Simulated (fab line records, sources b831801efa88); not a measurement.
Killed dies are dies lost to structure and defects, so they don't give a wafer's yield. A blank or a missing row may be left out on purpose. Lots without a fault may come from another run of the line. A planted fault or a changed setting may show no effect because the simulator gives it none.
Which tool did it? | flow sky130 | 10 lots, 30 wafers sampled, at 1 step of a route of 708

WHAT THE GAUGES READ, wafer by wafer
SKY_LDD_P_CD_MEAS_07: target cd 380 nm.
lot  | measured     | on        | cd_nm (nm)
L947 | day 19 07:28 | cd_sem-01 | 378.6 377.3 378.8
L948 | day 19 08:05 | cd_sem-02 | 376.9 375.0 375.0
L949 | day 20 01:05 | cd_sem-02 | 382.8 381.2 379.7
L950 | day 20 05:30 | cd_sem-01 | 380.0 380.2 380.8
L951 | day 20 11:41 | cd_sem-02 | 383.4 382.1 379.7
L952 | day 21 04:04 | cd_sem-01 | 378.2 379.5 377.1
L955 | day 22 04:20 | cd_sem-01 | 379.3 382.4 378.3
L956 | day 22 13:44 | cd_sem-01 | 382.8 382.6 385.4
L957 | day 22 20:43 | cd_sem-01 | 379.1 382.6 379.5
L958 | day 23 07:42 | cd_sem-02 | 377.1 376.7 376.9

WHICH TOOL RAN EACH LOT (tool, then ch and the chambers of the sampled wafers, then the start)
The record holds no process step before these readings.

THE ANSWER, worked out from the rows above alone
Rule: what is usual is taken from the lots themselves. Put in order of their means at a reading, lots are off if they are a third of the lots or fewer, leave a main group of 4 or more, and stand apart from it by a gap of 3 or more times the standard deviation of the main group's means; of several such gaps the widest counts. A main group whose means are all the same, to the digits that the tables above print for the reading, isn't used. A lot without any number at a reading at which 4 lots or more have one is off too. The other lots that the step has rows for count as sound.
No lot is off at any reading shown: from this, nothing can be told.

WHAT THE SIMULATOR HAD PUT IN
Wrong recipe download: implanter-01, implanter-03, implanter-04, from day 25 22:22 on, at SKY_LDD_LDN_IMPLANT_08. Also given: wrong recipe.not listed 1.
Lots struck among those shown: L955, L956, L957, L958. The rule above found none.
